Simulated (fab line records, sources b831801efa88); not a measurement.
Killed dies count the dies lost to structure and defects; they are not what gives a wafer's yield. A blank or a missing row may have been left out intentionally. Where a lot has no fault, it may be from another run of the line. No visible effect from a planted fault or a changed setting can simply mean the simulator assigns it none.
fab line records	flow sky130
record: lots: 13	wafers: 39	last_day: 50
route steps=708 shown POLY_GATE@204 LOCAL_INTERCONNECT@399 METAL1@434 VIA1@478
lots with no fault: from the same line, run without faults
start_h: hours from the record's first day to the start of the lot's first wafer shown	wait_h: hours since the lot's step before	" repeats the value in the row above	L1.1+2: several wafers, shown together as one row	- either no value or no given start	* or withheld: withheld	< > ~ a bound
route shown NAME@n: a module of which the file shows steps, and the number in the route of the first	usual: mean/standard deviation of fault-free wafers	same: alike in all rows	chamber/n: place in a boat	sites: the reading at each site	_std_site: standard deviation of those values	_edge_site: the outer-site mean with the inner-site mean subtracted	radius_mm: for every site, how far away it sits from the centre of the wafer	mask NAME#n: copy n	behind: the tool/chamber that last shaped the wafer	hold: why the lot was held/for how many hours/how that ended	device: which transistor (n, p or np) failed to switch	end of line: the same wafers' tests at the end of the route	for a step that has no rows: nothing shown but its recipe	killed: not the wafer's yield, but the dies lost to structure and defects at the first sort	map: the dies of a wafer, with x for killed, . for not killed, _ for no die there
set.NAME: the run value of the setting; set.NAME@STEP: its run value at that earlier step	model.NAME: the simulator's own value behind a step, which no gauge read
a sample of lots followed through the steps of the route, with each step as a table and each wafer as a row
services: from which hour (start_h, from the record's first day; less than 0 if before it) a tool's chamber was out of use, for how many hours, and why
== steps ==
step: SKY_POLY_GATE_CVD_00
recipe: material: poly-Si	target_thk_nm: 180	temp_c: 620	time_s: 720	pressure_mtorr: 200
lot.wafer	tool	chamber	start_h	wait_h
L714.2+5+6	lpcvd-01	1	303.28	0.0
L715.2+4+6	lpcvd-01	0	311.63	0.0
L716.1+2+3	lpcvd-01	1	322.19	0.0
L718.1+4+6	lpcvd-01	1	355.21	0.0
L722.1+2+5	lpcvd-01	0	375.12	0.0
L723.2+3+5	lpcvd-01	0	389.18	0.0
L724.2+4+6	lpcvd-01	0	392.47	0.0
L725.1+2+4	lpcvd-01	1	405.80	0.0
L726.1+2+4	lpcvd-01	1	409.67	0.0
L727.1+4+5	lpcvd-01	0	417.55	0.0
L735.1+4+5	lpcvd-01	1	500.88	0.0
L736.2+5+6	lpcvd-01	1	505.64	0.0
L737.1+4+5	lpcvd-01	0	506.84	0.2
step: SKY_POLY_GATE_THK_MEAS_01
recipe: reads: poly-Si_of_POLY_GATE_CVD_00
usual: POLY_GATE_CVD_00_THK: 180.2/1.7
lot.wafer	tool	chamber	start_h	wait_h	POLY_GATE_CVD_00_THK[nm]
L714.2	film_metro-04	-	304.49	0.0	179.6
L714.5	"	-	"	"	180.1
L714.6	"	-	"	"	180.3
L715.2	film_metro-02	-	312.84	0.0	182.6
L715.4	"	-	"	"	180.9
L715.6	"	-	"	"	182.3
L716.1	film_metro-02	-	323.39	0.0	179.8
L716.2	"	-	"	"	180.3
L716.3	"	-	"	"	179.7
L718.1	film_metro-04	-	356.41	0.0	182.7
L718.4	"	-	"	"	183.9
L718.6	"	-	"	"	181.7
L722.1	film_metro-02	-	376.32	0.0	178.4
L722.2	"	-	"	"	178.4
L722.5	"	-	"	"	178.8
L723.2	film_metro-04	-	390.39	0.0	180.9
L723.3	"	-	"	"	179.5
L723.5	"	-	"	"	179.3
L724.2	film_metro-02	-	393.68	0.0	179.7
L724.4	"	-	"	"	180.2
L724.6	"	-	"	"	180.7
L725.1	film_metro-02	-	407.00	0.0	189.1
L725.2	"	-	"	"	190.2
L725.4	"	-	"	"	191.8
L726.1	film_metro-02	-	410.87	0.0	188.9
L726.2	"	-	"	"	188.6
L726.4	"	-	"	"	188.8
L727.1	film_metro-02	-	418.75	0.0	190.9
L727.4	"	-	"	"	191.2
L727.5	"	-	"	"	190.2
L735.1	film_metro-04	-	502.08	0.0	177.2
L735.4	"	-	"	"	177.2
L735.5	"	-	"	"	178.5
L736.2	film_metro-04	-	506.85	0.0	179.9
L736.5	"	-	"	"	178.5
L736.6	"	-	"	"	179.2
L737.1	film_metro-01	-	508.64	0.0	180.3
L737.4	"	-	"	"	180.7
L737.5	"	-	"	"	179.6
step: SKY_LOCAL_INTERCONNECT_OVL_MEAS_12
usual: LOCAL_INTERCONNECT_OVL: 4/5.2
lot.wafer	tool	chamber	start_h	wait_h	LOCAL_INTERCONNECT_OVL[nm]
L714.2	overlay-01	-	695.20	0.1	6
L714.5	"	-	"	"	-3
L714.6	"	-	"	"	11
L715.2	overlay-01	-	701.95	0.1	6
L715.4	"	-	"	"	6
L715.6	"	-	"	"	7
L716.1	overlay-01	-	712.86	0.1	0
L716.2	"	-	"	"	-5
L716.3	"	-	"	"	4
L718.1	overlay-02	-	747.66	0.1	7
L718.4	"	-	"	"	11
L718.6	"	-	"	"	7
L722.1	overlay-02	-	767.19	0.1	1
L722.2	"	-	"	"	6
L722.5	"	-	"	"	2
L723.2	overlay-01	-	777.47	0.1	10
L723.3	"	-	"	"	6
L723.5	"	-	"	"	2
L724.2	overlay-01	-	785.27	0.1	-4
L724.4	"	-	"	"	1
L724.6	"	-	"	"	3
L725.1	overlay-02	-	796.91	0.1	8
L725.2	"	-	"	"	12
L725.4	"	-	"	"	10
L726.1	overlay-02	-	800.19	0.1	0
L726.2	"	-	"	"	-2
L726.4	"	-	"	"	-1
L727.1	overlay-02	-	805.03	0.1	2
L727.4	"	-	"	"	9
L727.5	"	-	"	"	5
L735.1	overlay-01	-	875.97	0.1	-5
L735.4	"	-	"	"	4
L735.5	"	-	"	"	6
L737.1	overlay-01	-	880.07	0.1	4
L737.4	"	-	"	"	3
L737.5	"	-	"	"	-1
L736.2	overlay-01	-	880.65	0.1	11
L736.5	"	-	"	"	9
L736.6	"	-	"	"	14
step: SKY_METAL1_SPUTTER_00
recipe: material: Ti	target_thk_nm: 15	power_w: 3000	time_s: 10	chamber_pressure_pa: 0.4
usual: throttle_valve_pct: 29.9/0.97
lot.wafer	tool	chamber	start_h	wait_h	throttle_valve_pct
L714.2	pvd_sputter-02	-	724.63	0.2	29.3
L714.5	"	-	"	"	29.2
L714.6	"	-	"	"	29.9
L715.2	pvd_sputter-02	-	730.96	0.2	29.2
L715.4	"	-	"	"	29.9
L715.6	"	-	"	"	31.6
L716.1	pvd_sputter-04	-	743.07	0.2	32.0
L716.2	"	-	"	"	29.8
L716.3	"	-	"	"	30.6
L718.1	pvd_sputter-03	-	777.68	0.2	29.1
L718.4	"	-	"	"	29.3
L718.6	"	-	"	"	29.4
L722.1	pvd_sputter-02	-	796.53	0.1	29.5
L722.2	"	-	"	"	29.5
L722.5	"	-	"	"	29.7
L723.2	pvd_sputter-02	-	807.26	0.1	29.7
L723.3	"	-	"	"	29.6
L723.5	"	-	"	"	31.6
L724.2	pvd_sputter-02	-	814.10	0.1	30.0
L724.4	"	-	"	"	28.9
L724.6	"	-	"	"	29.4
L725.1	pvd_sputter-04	-	826.36	0.1	30.5
L725.2	"	-	"	"	32.2
L725.4	"	-	"	"	29.6
L726.1	pvd_sputter-02	-	828.84	0.1	29.3
L726.2	"	-	"	"	29.9
L726.4	"	-	"	"	31.2
L727.1	pvd_sputter-03	-	832.39	0.2	30.1
L727.4	"	-	"	"	29.2
L727.5	"	-	"	"	29.5
L735.1	pvd_sputter-04	-	903.86	0.1	30.8
L735.4	"	-	"	"	29.8
L735.5	"	-	"	"	32.1
L737.1	pvd_sputter-02	-	908.13	0.1	29.3
L737.4	"	-	"	"	28.4
L737.5	"	-	"	"	29.8
L736.2	pvd_sputter-02	-	909.04	0.2	29.2
L736.5	"	-	"	"	31.6
L736.6	"	-	"	"	28.5
step: SKY_VIA1_SPUTTER_20
recipe: material: TiN	target_thk_nm: 20	chamber_pressure_pa: 5	power_w: 4000	time_s: 80
usual: throttle_valve_pct: 29.9/1.1
lot.wafer	tool	chamber	start_h	wait_h	throttle_valve_pct
L714.2	pvd_sputter-04	-	781.63	0.0	30.6
L714.5	"	-	"	"	32.1
L714.6	"	-	"	"	29.6
L715.2	pvd_sputter-02	-	787.93	0.0	28.7
L715.4	"	-	"	"	31.5
L715.6	"	-	"	"	29.9
L716.1	pvd_sputter-04	-	799.86	0.0	29.5
L716.2	"	-	"	"	30.0
L716.3	"	-	"	"	32.2
L718.1	pvd_sputter-01	-	832.60	0.0	30.1
L718.4	"	-	"	"	30.1
L718.6	"	-	"	"	29.1
L722.1	pvd_sputter-04	-	850.61	0.0	29.8
L722.2	"	-	"	"	30.0
L722.5	"	-	"	"	30.5
L723.2	pvd_sputter-01	-	859.33	0.0	30.0
L723.3	"	-	"	"	29.3
L723.5	"	-	"	"	28.9
L724.2	pvd_sputter-01	-	867.74	0.0	30.2
L724.4	"	-	"	"	28.9
L724.6	"	-	"	"	28.8
L725.1	pvd_sputter-01	-	880.11	0.0	30.2
L725.2	"	-	"	"	29.2
L725.4	"	-	"	"	28.4
L726.1	pvd_sputter-02	-	881.89	0.0	31.2
L726.2	"	-	"	"	29.4
L726.4	"	-	"	"	29.6
L727.1	pvd_sputter-01	-	884.69	0.0	30.2
L727.4	"	-	"	"	28.9
L727.5	"	-	"	"	28.9
L735.1	pvd_sputter-02	-	955.76	0.0	29.2
L735.4	"	-	"	"	29.0
L735.5	"	-	"	"	32.0
L737.1	pvd_sputter-02	-	959.89	0.0	29.7
L737.4	"	-	"	"	29.6
L737.5	"	-	"	"	28.4
L736.2	pvd_sputter-04	-	960.86	0.0	29.6
L736.5	"	-	"	"	30.6
L736.6	"	-	"	"	29.4
== services ==
tool	chamber	start_h	hours	kind
pvd_sputter-01	-	284.49	1.2	repair
pvd_sputter-03	-	292.84	4.3	repair
lpcvd-01	-	323.39	2.8	pm
lpcvd-01	-	335.51	0.5	repair
pvd_sputter-01	-	335.57	1.7	repair
pvd_sputter-01	-	358.00	1.2	repair
pvd_sputter-04	-	411.79	2.5	repair
pvd_sputter-02	-	434.32	2.3	repair
pvd_sputter-03	-	434.75	9.7	repair
pvd_sputter-02	-	451.29	12.1	repair
pvd_sputter-04	-	473.65	0.6	repair
pvd_sputter-03	-	490.24	1.2	repair
lpcvd-01	-	509.58	14.6	pm
pvd_sputter-02	-	546.09	4.9	repair
lpcvd-01	-	551.24	0.4	repair
pvd_sputter-03	-	600.46	3.1	repair
pvd_sputter-02	-	644.44	0.7	repair
pvd_sputter-01	-	646.03	4.0	repair
lpcvd-01	-	662.87	1.1	repair
pvd_sputter-03	-	670.22	4.5	repair
pvd_sputter-04	-	694.70	0.5	repair
pvd_sputter-02	-	707.10	13.6	repair
pvd_sputter-04	-	865.95	3.0	repair
pvd_sputter-01	-	870.55	4.3	repair
== key ==
first_sign: step: SKY_POLY_GATE_THK_MEAS_01	reading: POLY_GATE_CVD_00_THK	direction: up	sigmas: 5.9	usual: 180.2	struck: 190.0
effect none on later readings
met_at SKY_POLY_GATE_CVD_00
struck_lots L725,L726,L727
tester_left_out L725,L726,L727
not_acting_at SKY_LOCAL_INTERCONNECT_OVL_MEAS_12,SKY_METAL1_SPUTTER_00,SKY_VIA1_SPUTTER_20
onset_between 392.47 405.80
fault: kind: process_parameter_drift	tool: lpcvd-01	chamber: -	onset_h: 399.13	steps: SKY_POLY_GATE_CVD_00	channel: target_thk_nm	offset: 8.2102	shape: step	end_h: 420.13	stated: 180
tester_left_out: of these lots the tester's yield and bins aren't shown, on N5 and GAA mostly nor the transistor test; their killed dies are dies lost to structure and defects alone, not to doping, threshold or leakage, so they don't give the yield
